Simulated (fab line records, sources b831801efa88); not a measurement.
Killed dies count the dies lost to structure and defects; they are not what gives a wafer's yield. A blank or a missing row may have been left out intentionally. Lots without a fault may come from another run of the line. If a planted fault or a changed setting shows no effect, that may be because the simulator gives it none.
Matching of chambers | flow gf180mcu | cmp-02 running GF_V2_CMP_04: 4 sister chambers
The step polishes SiO2. 4 wafers are shown with their chamber, then 7 later ones without.

== WAFERS PAIRED WITH THEIR CHAMBERS ==
wafer  | chamber | motor-current-A (A)
L707.1 | 1       | 12.7
L709.5 | 3       | 12.3
L716.1 | 2       | 14.2
L716.4 | 0       | 11.9

== WAFERS MISSING THEIR CHAMBER ==
wafer  | motor-current-A (A)
L716.5 | 12.2
L720.2 | 12.5
L720.5 | 12.2
L720.6 | 12.4
L721.1 | 12.4
L721.4 | 11.9
L721.5 | 13.6

== WHICH CHAMBER EACH WENT THROUGH ==
wafer  | from the rows above          | in truth
L716.5 | can't be placed: 3 or 0 or 1 | 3
L720.2 | can't be placed: 1 or 3 or 0 | 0
L720.5 | can't be placed: 3 or 0 or 1 | 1
L720.6 | can't be placed: 3 or 1 or 0 | 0
L721.1 | can't be placed: 3 or 1 or 0 | 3
L721.4 | can't be placed: 0 or 3      | 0
L721.5 | can't be placed: 2 or 1      | 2
Placed correctly: 0 of 7. Can't be placed from these rows: 7 (the true chamber is among the candidates in 7). Wrongly placed: 0.
How it was worked out, from the rows above alone: a wafer's distance from a chamber is the root of the sum, over the readings, of the square of ((its reading less the chamber's mean) divided by the reading's scatter). The wafer belongs to the nearest chamber; if the next one is less than 2 further off, it can't be placed. For every chamber, the mean is computed from those of its wafers that are shown. The scatter (one wafer shown for each chamber): square how far every hidden wafer sits from the nearest shown wafer, average those squares and take the square root.
